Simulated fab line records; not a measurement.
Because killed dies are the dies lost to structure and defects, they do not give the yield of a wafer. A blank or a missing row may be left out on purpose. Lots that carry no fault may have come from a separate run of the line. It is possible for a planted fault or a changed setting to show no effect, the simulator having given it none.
Code-filled problem report in 8D (eight disciplines) form ; flow gf180mcu ; the parts of the form that need people (team, actions taken, sign-off) are left out

== 1. THE ISSUE ==
At GF_POLY_GATE_ETCH_13, oes-product-au averages 0.769 a.u. over 9 wafers from 3 lots, while fault-free wafers read 0.993 a.u., standard deviation 0.0075. Measured from the usual mean, that is -30 standard deviations.
The step: etches poly-Si in HBr/Cl2, stops on SiO2, target depth 198.5 nm, time 69.6 s.
The first sign was on wafer L123.1 at day 12 17:13, on rie-si-02. The record has a number at this step for 36 wafers belonging to 12 lots. The rule behind "out" and "out of limits": a value lying over 4 standard deviations away from the usual mean. All remaining wafers that have a number are taken as sound.

== 2. WHAT THIS IS AND IS NOT ==
question;is;is not
which readings at this step;oes-product-au;drypump-motor-current-A
which lots;L123, L126, L127;L112, L113, L115, L116, L118, L122, L124, L125, L134
which wafers of those lots;all that have a number;-
read on which tools;rie-si-02;rie-si-01
when;from day 12 17:13;"up to then (18 sound wafers); but 9 sound wafers of L124, L125, L134 came after"

== 3. SUSPECTS, AND WHAT RULES EACH OUT ==
Counting: any tool at a process step up to the reading is kept as a suspect provided that every lot that is out went through it and no sound lot did after the first of them.
- rie-si-02 at GF_POLY_GATE_ETCH_13 (etches poly-Si in HBr/Cl2, stops on SiO2, target depth 198.5 nm, time 69.6 s): kept. It ran every lot that is out, first L123 (day 12 17:13), and no sound lot after that; its last sound lot up to then is L122 (day 12 10:30). Out on those wafers are its own readings of oes-product-au.
Left after counting: rie-si-02 at GF_POLY_GATE_ETCH_13.

== 4. THE CAUSE (what the simulator had put in) ==
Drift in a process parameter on rie-si-02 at GF_POLY_GATE_ETCH_13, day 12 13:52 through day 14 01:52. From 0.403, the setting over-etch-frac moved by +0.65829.
This tool alone remained once counting was done.

== 5. THE CHAIN OF EFFECTS, in route order ==
Each row: a reading whose mean over the struck wafers that have a number lies more than 3 standard deviations from the usual. Only readings for which the record gives a usual standard deviation are gone through. hours: the time from each lot's start at the first step in this table that gives one to its start at this step, as a median over the lots. sigmas: the change in usual standard deviations.
hours;step;reading;usual;on struck wafers;change;sigmas
0;GF_POLY_GATE_ETCH_13;oes-product-au;0.993 a.u.;0.769;-0.224;-30
0;GF_POLY_GATE_STRIP_14;oes-product-au;0.503 a.u.;0.488;-0.015;-3.2
Its process steps:
- GF_POLY_GATE_ETCH_13: etches poly-Si in HBr/Cl2, stops on SiO2, target depth 198.5 nm, time 69.6 s.
- GF_POLY_GATE_STRIP_14: strips in O2/N2.
Later steps that measure or inspect, where all struck wafers having a row at the step show a number for every such reading and not one has moved that far: GF_PSD_OVL_MEAS_08.

== 6. HOW IT WOULD HAVE BEEN CAUGHT EARLIER ==
In this record no reading fell out of limits until day 12 17:13, 3 hours after the fault had begun at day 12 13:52.
